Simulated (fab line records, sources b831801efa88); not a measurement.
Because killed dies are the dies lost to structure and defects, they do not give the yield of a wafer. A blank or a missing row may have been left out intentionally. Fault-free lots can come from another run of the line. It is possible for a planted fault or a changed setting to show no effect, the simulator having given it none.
fab line records	flow sky130
record: lots: 13	wafers: 39	last-day: 51
route steps=708 shown SONOS_TUNNEL@162 LDD_P@257 LDD_HVN@274
lots that met no fault: taken from a fault-free run of the same line
start-h: hours from the record's first day to the start of the lot's first wafer shown	wait-h: hours elapsed since this lot's preceding step	" identical to the entry in the row above	L1.1+2: a single row standing in for several wafers	- no value, or no start given	* or withheld: withheld	< > ~ a bound
route shown NAME@n: names a module that has steps shown in the file, with the first one's number in the route	usual: mean and standard deviation over wafers with no fault	same: alike in all rows	chamber/n: place in a boat	sites: readings site by site	_std_site: standard deviation of those values	_edge_site: mean of outer sites minus mean of inner sites	radius-mm: for every site, how far away it sits from the centre of the wafer	mask NAME#n: copy n	behind: the last tool/chamber to shape the wafer	hold: why the lot went on hold/how many hours it stayed there/how the hold came to an end	device: the n, p or np transistor that did not switch	end of line: the same wafers' tests at the end of the route	for a step that has no rows: nothing shown but its recipe	killed: not the wafer's yield, but the dies lost to structure and defects at the first sort	map: dies across one wafer; x = killed, . = not, _ = none there
set.NAME: the setting that was run; set.NAME@STEP: the one run at that earlier step	model.NAME: the simulator's own value behind a step, which no gauge read
steps of the route over a sample of lots; a table a step, a row a wafer
services: when a tool's chamber went out of use (start-h, in hours from the record's first day, below 0 if earlier), for how many hours, and the reason
== steps ==
step: SKY_SONOS_TUNNEL_OVL_MEAS_08
usual: SONOS_TUNNEL_OVL: -0.1/1.4
lot.wafer	tool	chamber	start-h	wait-h	SONOS_TUNNEL_OVL[nm]
L670.1	overlay-02	-	276.45	0.1	0.1
L670.4	"	-	"	"	2.6
L670.5	"	-	"	"	-0.5
L671.1	overlay-02	-	279.73	0.1	0.2
L671.4	"	-	"	"	-0.7
L671.6	"	-	"	"	-0.4
L673.1	overlay-01	-	287.28	0.1	0.0
L673.2	"	-	"	"	0.5
L673.3	"	-	"	"	-1.1
L674.1	overlay-01	-	305.64	0.1	1.4
L674.2	"	-	"	"	-0.2
L674.6	"	-	"	"	0.2
L675.2	overlay-01	-	307.20	0.1	1.5
L675.5	"	-	"	"	1.2
L675.6	"	-	"	"	-1.4
L677.1	overlay-02	-	320.58	0.1	-2.4
L677.3	"	-	"	"	-0.4
L677.4	"	-	"	"	-0.2
L676.3	overlay-01	-	323.63	0.1	-0.2
L676.5	"	-	"	"	-0.6
L676.6	"	-	"	"	-0.1
L678.2	overlay-01	-	326.05	0.1	-0.8
L678.4	"	-	"	"	-1.4
L678.6	"	-	"	"	-1.1
L679.2	overlay-02	-	336.82	0.1	-0.3
L679.3	"	-	"	"	0.5
L679.6	"	-	"	"	-2.0
L687.1	overlay-01	-	402.27	0.1	-0.6
L687.5	"	-	"	"	-0.3
L687.6	"	-	"	"	1.5
L689.2	overlay-02	-	415.42	0.1	-0.9
L689.4	"	-	"	"	-0.1
L689.6	"	-	"	"	-2.0
L690.1	overlay-01	-	427.57	0.1	0.7
L690.2	"	-	"	"	0.9
L690.5	"	-	"	"	-0.1
L691.4	overlay-02	-	440.35	0.1	-0.1
L691.5	"	-	"	"	1.4
L691.6	"	-	"	"	0.6
step: SKY_LDD_P_COAT_02
recipe: resist: NOVOLAK	spin-rpm: 3000	resist-thk-nm: 1140
usual: spin-speed-rpm: 3000.1/1.8
lot.wafer	tool	chamber	start-h	wait-h	spin-speed-rpm
L670.1	litho-track-03	0	450.57	0.1	2997.8
L670.4	"	0	"	"	2998.7
L670.5	"	0	"	"	3000.9
L671.1	litho-track-03	0	456.37	0.1	3000.6
L671.4	"	0	"	"	3001.0
L671.6	"	0	"	"	3001.0
L673.1	litho-track-01	0	462.29	0.1	3001.4
L673.2	"	0	"	"	2998.9
L673.3	"	0	"	"	2997.6
L674.1	litho-track-03	0	485.32	0.1	3001.9
L674.2	"	0	"	"	3001.8
L674.6	"	0	"	"	3002.1
L675.2	litho-track-02	0	488.17	0.1	3000.8
L675.5	"	0	"	"	2999.3
L675.6	"	0	"	"	3001.4
L676.3	litho-track-03	0	502.32	0.1	3003.1
L676.5	"	0	"	"	3001.8
L676.6	"	0	"	"	3000.6
L677.1	litho-track-01	0	502.84	0.1	3004.1
L677.3	"	0	"	"	3002.3
L677.4	"	0	"	"	3000.6
L678.2	litho-track-02	0	508.57	0.1	3003.0
L678.4	"	0	"	"	3001.7
L678.6	"	0	"	"	3001.7
L679.2	litho-track-02	0	519.12	0.1	2999.9
L679.3	"	0	"	"	2996.7
L679.6	"	0	"	"	2996.9
L687.1	litho-track-01	0	615.64	0.1	3063.5
L687.5	"	0	"	"	3066.2
L687.6	"	0	"	"	3066.1
L690.1	litho-track-02	0	617.05	0.1	2998.2
L690.2	"	0	"	"	2997.9
L690.5	"	0	"	"	2998.9
L689.2	litho-track-01	0	617.76	0.1	3069.2
L689.4	"	0	"	"	3063.7
L689.6	"	0	"	"	3069.6
L691.4	litho-track-02	0	624.12	0.1	3001.2
L691.5	"	0	"	"	2999.2
L691.6	"	0	"	"	2997.8
step: SKY_LDD_P_STRIP_10
recipe: chemistry: O2/N2	power-w: 1400	pressure-mtorr: 1500	platen-temp-c: withheld	o2-flow-sccm: 3000	n2-flow-sccm: 300	overash-fraction: 0.5
usual: drypump-motor-current-A: 5.6/0.33	oes-product-au: 0.716/0.0047	strip-time-to-endpoint-s: 14.17/0.035
lot.wafer	tool	chamber	start-h	wait-h	drypump-motor-current-A	oes-product-au	rf-hours-counter-h	strip-time-to-endpoint-s
L670.1	plasma-asher-04	1	467.03	0.1	5.7	0.713	79	14.17
L670.4	"	1	"	"	5.6	0.718	-	14.18
L670.5	"	0	"	"	5.5	0.716	-	14.17
L671.1	plasma-asher-02	1	472.45	0.1	5.4	0.719	3	14.21
L671.4	"	1	"	"	5.4	0.714	-	14.17
L671.6	"	1	"	"	5.4	0.717	-	14.17
L673.1	plasma-asher-02	0	478.18	0.1	5.4	0.712	4	14.14
L673.2	"	1	"	"	5.4	0.713	4	14.17
L673.3	"	0	"	"	5.4	0.707	-	14.16
L674.1	plasma-asher-04	1	500.94	0.1	5.6	0.711	82	14.13
L674.2	"	0	"	"	5.5	0.715	82	14.14
L674.6	"	0	"	"	5.5	0.726	-	14.17
L675.2	plasma-asher-03	1	503.78	0.1	6.4	0.716	65	14.16
L675.5	"	0	"	"	5.3	0.714	-	14.10
L675.6	"	1	"	"	6.4	0.720	-	14.13
L676.3	plasma-asher-02	1	517.58	0.1	5.4	0.719	-	14.17
L676.5	"	0	"	"	5.5	0.714	-	14.22
L676.6	"	1	"	"	5.4	0.714	-	14.23
L677.1	plasma-asher-03	1	517.63	0.1	6.4	0.724	66	14.17
L677.3	"	0	"	"	5.4	0.715	-	14.15
L677.4	"	1	"	"	6.4	0.717	-	14.17
L678.2	plasma-asher-03	1	524.73	0.1	6.4	0.718	67	14.24
L678.4	"	1	"	"	6.5	0.715	-	14.18
L678.6	"	1	"	"	6.4	0.714	-	14.22
L679.2	plasma-asher-02	0	535.03	0.1	5.4	0.726	9	14.15
L679.3	"	1	"	"	5.4	0.711	-	14.16
L679.6	"	0	"	"	5.4	0.720	-	14.14
L687.1	plasma-asher-02	1	630.89	0.1	5.4	0.714	19	13.97
L687.5	"	0	"	"	5.4	0.716	-	14.04
L687.6	"	1	"	"	5.4	0.716	-	14.01
L690.1	plasma-asher-03	0	632.53	0.1	5.3	0.709	78	14.18
L690.2	"	1	"	"	6.4	0.719	78	14.21
L690.5	"	0	"	"	5.3	0.712	-	14.24
L689.2	plasma-asher-04	0	632.75	0.1	5.5	0.716	95	14.03
L689.4	"	0	"	"	5.5	0.723	-	14.04
L689.6	"	0	"	"	5.5	0.713	-	14.00
L691.4	plasma-asher-04	0	639.13	0.1	5.5	0.719	-	14.16
L691.5	"	1	"	"	5.6	0.722	-	14.18
L691.6	"	0	"	"	5.6	0.720	-	14.20
step: SKY_LDD_P_TW_MEAS_11
usual: LDD_P_TW: 633/7.7
lot.wafer	tool	chamber	start-h	wait-h	LDD_P_TW
L670.1	film-metro-03	-	467.13	0.1	638
L670.4	"	-	"	"	635
L670.5	"	-	"	"	635
L671.1	film-metro-04	-	472.55	0.1	639
L671.4	"	-	"	"	638
L671.6	"	-	"	"	641
L673.1	film-metro-03	-	478.28	0.1	639
L673.2	"	-	"	"	639
L673.3	"	-	"	"	640
L674.1	film-metro-01	-	501.04	0.1	628
L674.2	"	-	"	"	632
L674.6	"	-	"	"	631
L675.2	film-metro-01	-	503.89	0.1	628
L675.5	"	-	"	"	627
L675.6	"	-	"	"	629
L676.3	film-metro-01	-	517.66	0.1	625
L676.5	"	-	"	"	628
L676.6	"	-	"	"	629
L677.1	film-metro-03	-	517.73	0.1	640
L677.3	"	-	"	"	641
L677.4	"	-	"	"	640
L678.2	film-metro-04	-	524.84	0.1	637
L678.4	"	-	"	"	642
L678.6	"	-	"	"	640
L679.2	film-metro-03	-	535.14	0.1	640
L679.3	"	-	"	"	640
L679.6	"	-	"	"	639
L687.1	film-metro-03	-	630.99	0.1	640
L687.5	"	-	"	"	640
L687.6	"	-	"	"	641
L690.1	film-metro-01	-	632.63	0.1	622
L690.2	"	-	"	"	618
L690.5	"	-	"	"	619
L689.2	film-metro-04	-	632.86	0.1	642
L689.4	"	-	"	"	642
L689.6	"	-	"	"	645
L691.4	film-metro-03	-	639.22	0.1	639
L691.5	"	-	"	"	638
L691.6	"	-	"	"	638
step: SKY_LDD_HVN_OVL_MEAS_07
usual: LDD_HVN_OVL: -0.4/1.5
lot.wafer	tool	chamber	start-h	wait-h	LDD_HVN_OVL[nm]
L670.1	overlay-01	-	496.29	0.1	-1.9
L670.4	"	-	"	"	-1.9
L670.5	"	-	"	"	-1.4
L671.1	overlay-01	-	501.86	0.1	2.1
L671.4	"	-	"	"	1.6
L671.6	"	-	"	"	1.9
L673.1	overlay-02	-	507.41	0.1	-2.1
L673.2	"	-	"	"	-3.6
L673.3	"	-	"	"	-2.0
L674.1	overlay-01	-	531.01	0.1	-0.1
L674.2	"	-	"	"	-0.2
L674.6	"	-	"	"	-0.2
L675.2	overlay-02	-	534.13	0.1	1.2
L675.5	"	-	"	"	-1.9
L675.6	"	-	"	"	-0.9
L676.3	overlay-01	-	547.74	0.1	-1.1
L676.5	"	-	"	"	1.3
L676.6	"	-	"	"	-0.3
L677.1	overlay-01	-	547.81	0.1	0.2
L677.3	"	-	"	"	0.0
L677.4	"	-	"	"	-1.4
L678.2	overlay-01	-	554.79	0.1	-0.3
L678.4	"	-	"	"	1.3
L678.6	"	-	"	"	1.0
L679.2	overlay-01	-	565.18	0.1	1.0
L679.3	"	-	"	"	-0.8
L679.6	"	-	"	"	1.8
L687.1	overlay-01	-	659.79	0.1	-1.3
L687.5	"	-	"	"	0.0
L687.6	"	-	"	"	-1.8
L690.1	overlay-02	-	661.92	0.1	-0.6
L690.2	"	-	"	"	0.9
L690.5	"	-	"	"	-0.1
L689.2	overlay-02	-	662.32	0.1	0.7
L689.4	"	-	"	"	-1.2
L689.6	"	-	"	"	-0.8
L691.4	overlay-02	-	667.46	0.1	-2.9
L691.5	"	-	"	"	-2.3
L691.6	"	-	"	"	-0.3
== services ==
tool	chamber	start-h	hours	kind
plasma-asher-02	-	430.25	2.8	pm
plasma-asher-02	0	430.25	-	clean
plasma-asher-02	1	430.25	-	clean
plasma-asher-02	-	433.00	4.3	pm
plasma-asher-04	-	508.81	2.3	repair
litho-track-01	-	535.11	-	consumable-replace:filter
plasma-asher-04	-	585.79	2.8	pm
== key ==
first-sign: step: SKY_LDD_P_COAT_02	reading: spin-speed-rpm	direction: up	sigmas: 36	usual: 3000.1	struck: 3066.4
effect: step: SKY_LDD_P_STRIP_10	reading: strip-time-to-endpoint-s	direction: down	sigmas: 4.5	usual: *	struck: *
met-at SKY_LDD_P_COAT_02
struck-lots L687,L689
tester-left-out L687,L689
not-acting-at SKY_SONOS_TUNNEL_OVL_MEAS_08,SKY_LDD_P_TW_MEAS_11,SKY_LDD_HVN_OVL_MEAS_07
onset-between 502.84 615.64
fault: kind: process-parameter-drift	tool: litho-track-01	chamber: -	onset-h: 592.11	steps: SKY_LDD_P_COAT_02	channel: spin-rpm	offset: 67.354	shape: step	end-h: 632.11	acts-in: these-recipes-only	stated: 3000
tester-left-out: of these lots the tester's yield and bins aren't shown, on N5 and GAA mostly nor the transistor test; their killed dies are dies lost to structure and defects alone, not to doping, threshold or leakage, so they don't give the yield
